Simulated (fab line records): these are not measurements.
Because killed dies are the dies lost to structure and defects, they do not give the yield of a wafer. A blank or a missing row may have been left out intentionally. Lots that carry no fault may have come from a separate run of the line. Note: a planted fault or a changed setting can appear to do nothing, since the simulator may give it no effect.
Which of the tools did it? :: flow gf180mcu :: 42 wafers from 14 lots sampled at 4 of the route's 602 steps

## WHAT THE GAUGES READ, wafer by wafer
GF_M2_THK_MEAS_06: measures by xrf.
lot: L674
measured: day 18 09:44
on: film_metro-04
M2_ALCU_THK (nm): 447 440 443

lot: L677
measured: day 19 18:03
on: film_metro-03
M2_ALCU_THK (nm): 444 450 447

lot: L678
measured: day 20 00:26
on: film_metro-03
M2_ALCU_THK (nm): 445 449 449

lot: L679
measured: day 20 13:41
on: film_metro-01
M2_ALCU_THK (nm): 439 441 442

lot: L680
measured: day 20 17:16
on: film_metro-01
M2_ALCU_THK (nm): 446 444 445

lot: L681
measured: day 20 21:38
on: film_metro-03
M2_ALCU_THK (nm): 441 440 445

lot: L682
measured: day 21 02:30
on: film_metro-04
M2_ALCU_THK (nm): 438 440 441

lot: L690
measured: day 24 01:34
on: film_metro-03
M2_ALCU_THK (nm): 438 440 439

lot: L691
measured: day 24 01:54
on: film_metro-01
M2_ALCU_THK (nm): 445 440 436

lot: L692
measured: day 24 18:50
on: film_metro-01
M2_ALCU_THK (nm): 443 444 447

lot: L693
measured: day 25 05:08
on: film_metro-01
M2_ALCU_THK (nm): 445 441 440

lot: L694
measured: day 25 07:25
on: film_metro-03
M2_ALCU_THK (nm): 434 437 430

lot: L696
measured: day 25 19:17
on: film_metro-01
M2_ALCU_THK (nm): 434 442 440

lot: L697
measured: day 26 02:37
on: film_metro-03
M2_ALCU_THK (nm): 443 443 442

GF_V2_OVL_MEAS_15.
lot: L674
measured: day 20 11:37
on: overlay-02
V2_OVL (nm): -7 1 -16

lot: L677
measured: day 21 19:38
on: overlay-01
V2_OVL (nm): -14 2 -6

lot: L678
measured: day 22 01:55
on: overlay-01
V2_OVL (nm): -24 6 -2

lot: L679
measured: day 22 13:01
on: overlay-01
V2_OVL (nm): 6 -4 0

lot: L680
measured: day 22 17:48
on: overlay-02
V2_OVL (nm): 0 -1 3

lot: L681
measured: day 22 22:10
on: overlay-02
V2_OVL (nm): -8 3 3

lot: L682
measured: day 23 03:01
on: overlay-01
V2_OVL (nm): -6 -8 -14

lot: L690
measured: day 25 22:24
on: overlay-02
V2_OVL (nm): -16 -10 0

lot: L691
measured: day 25 23:03
on: overlay-02
V2_OVL (nm): -3 1 1

lot: L692
measured: day 26 15:05
on: overlay-02
V2_OVL (nm): 7 11 9

lot: L693
measured: day 27 00:23
on: overlay-01
V2_OVL (nm): 5 -5 3

lot: L694
measured: day 27 02:29
on: overlay-01
V2_OVL (nm): -7 -12 7

lot: L696
measured: day 27 13:58
on: overlay-02
V2_OVL (nm): -3 10 -1

lot: L697
measured: day 27 20:26
on: overlay-01
V2_OVL (nm): 17 5 7

GF_M3_THK_MEAS_06: measures by xrf.
lot: L674
measured: day 20 14:15
on: film_metro-02
M3_ALCU_THK (nm): 448 445 449

lot: L677
measured: day 21 21:22
on: film_metro-02
M3_ALCU_THK (nm): 432 438 437

lot: L678
measured: day 22 03:40
on: film_metro-02
M3_ALCU_THK (nm): 438 435 437

lot: L679
measured: day 22 14:47
on: film_metro-01
M3_ALCU_THK (nm): 448 448 445

lot: L680
measured: day 22 19:32
on: film_metro-02
M3_ALCU_THK (nm): 437 431 440

lot: L681
measured: day 22 23:55
on: film_metro-01
M3_ALCU_THK (nm): 443 447 444

lot: L682
measured: day 23 04:45
on: film_metro-02
M3_ALCU_THK (nm): 438 440 437

lot: L690
measured: day 26 00:10
on: film_metro-03
M3_ALCU_THK (nm): 441 444 442

lot: L691
measured: day 26 00:50
on: film_metro-01
M3_ALCU_THK (nm): 442 445 445

lot: L692
measured: day 26 16:50
on: film_metro-01
M3_ALCU_THK (nm): 442 440 440

lot: L693
measured: day 27 02:09
on: film_metro-03
M3_ALCU_THK (nm): 441 441 445

lot: L694
measured: day 27 04:14
on: film_metro-03
M3_ALCU_THK (nm): 451 448 450

lot: L696
measured: day 27 15:42
on: film_metro-03
M3_ALCU_THK (nm): 441 443 441

lot: L697
measured: day 27 22:13
on: film_metro-03
M3_ALCU_THK (nm): 447 445 451

## WHAT TOOL EACH LOT RAN ON (gives the tool, then ch and the chambers of the sampled wafers, and finally the start)
lot: L674
GF_V2_STRIP_19: wet_bench-03 ch 2, day 20 11:53

lot: L677
GF_V2_STRIP_19: wet_bench-03 ch 2, day 21 19:55

lot: L678
GF_V2_STRIP_19: wet_bench-04 ch 3, day 22 02:10

lot: L679
GF_V2_STRIP_19: wet_bench-02 ch 0, day 22 13:16

lot: L680
GF_V2_STRIP_19: wet_bench-02 ch 1, day 22 18:04

lot: L681
GF_V2_STRIP_19: wet_bench-04 ch 1, day 22 22:25

lot: L682
GF_V2_STRIP_19: wet_bench-04 ch 1, day 23 03:16

lot: L690
GF_V2_STRIP_19: wet_bench-03 ch 2, day 25 22:40

lot: L691
GF_V2_STRIP_19: wet_bench-04 ch 0, day 25 23:19

lot: L692
GF_V2_STRIP_19: wet_bench-04 ch 1, day 26 15:22

lot: L693
GF_V2_STRIP_19: wet_bench-03 ch 0, day 27 00:39

lot: L694
GF_V2_STRIP_19: wet_bench-02 ch 1, day 27 02:45

lot: L696
GF_V2_STRIP_19: wet_bench-04 ch 0, day 27 14:14

lot: L697
GF_V2_STRIP_19: wet_bench-03 ch 3, day 27 20:41
- GF_V2_STRIP_19: strips in post etch residue remover, time 1200 s.

## WHAT THE TOOLS THEMSELVES READ (means of the sampled wafers that have a number; where no wafer has one, the mark that the record gives instead)
GF_V2_STRIP_19.
lot: L674
tool: wet_bench-03
bath_guard_temp_C (C): 72.5
bath_heat_duty_pct (%): 12.7

lot: L677
tool: wet_bench-03
bath_guard_temp_C (C): 72.3
bath_heat_duty_pct (%): 13.0

lot: L678
tool: wet_bench-04
bath_guard_temp_C (C): 72.9
bath_heat_duty_pct (%): 14.2

lot: L679
tool: wet_bench-02
bath_guard_temp_C (C): 72.6
bath_heat_duty_pct (%): 15.5

lot: L680
tool: wet_bench-02
bath_guard_temp_C (C): -
bath_heat_duty_pct (%): -

lot: L681
tool: wet_bench-04
bath_guard_temp_C (C): -
bath_heat_duty_pct (%): -

lot: L682
tool: wet_bench-04
bath_guard_temp_C (C): 72.1
bath_heat_duty_pct (%): 14.2

lot: L690
tool: wet_bench-03
bath_guard_temp_C (C): 72.6
bath_heat_duty_pct (%): 12.5

lot: L691
tool: wet_bench-04
bath_guard_temp_C (C): 73.3
bath_heat_duty_pct (%): 11.3

lot: L692
tool: wet_bench-04
bath_guard_temp_C (C): 72.1
bath_heat_duty_pct (%): 12.5

lot: L693
tool: wet_bench-03
bath_guard_temp_C (C): 73.2
bath_heat_duty_pct (%): 16.2

lot: L694
tool: wet_bench-02
bath_guard_temp_C (C): 72.5
bath_heat_duty_pct (%): 14.4

lot: L696
tool: wet_bench-04
bath_guard_temp_C (C): 73.0
bath_heat_duty_pct (%): 11.7

lot: L697
tool: wet_bench-03
bath_guard_temp_C (C): 72.5
bath_heat_duty_pct (%): 14.4

## THE ANSWER, worked out from the rows above alone
Rule: usual is defined by the lots themselves. Put in order of their means at a reading, lots are off if they are a third of the lots or fewer, leave a main group of 4 or more, and stand apart from it by a gap of 3 or more times the standard deviation of the main group's means; of several such gaps the widest counts. Not used: any main group whose means are identical at the precision the tables above print for the reading. A lot without any number at a reading at which 4 lots or more have one is off too. Any other lot the step has rows for is counted as sound. Order of review: gauges by route order, followed by the tools' own readings, for which a lot's mean as printed above is used. The first step at which some lot is off is used, and at that step the reading that is off furthest; a lot without a number counts as furthest.
Off: L680, L681, at GF_V2_STRIP_19 (bath_guard_temp_C). Without a number there: L680, L681. The main group has a mean of 72.6 C with a standard deviation of 0.38.
If a tool, at that step or one of the process steps before it, ran each lot that is off and ran no sound lot following the first of them, it fits. None of those tried fits.

## WHAT THE SIMULATOR HAD PUT IN
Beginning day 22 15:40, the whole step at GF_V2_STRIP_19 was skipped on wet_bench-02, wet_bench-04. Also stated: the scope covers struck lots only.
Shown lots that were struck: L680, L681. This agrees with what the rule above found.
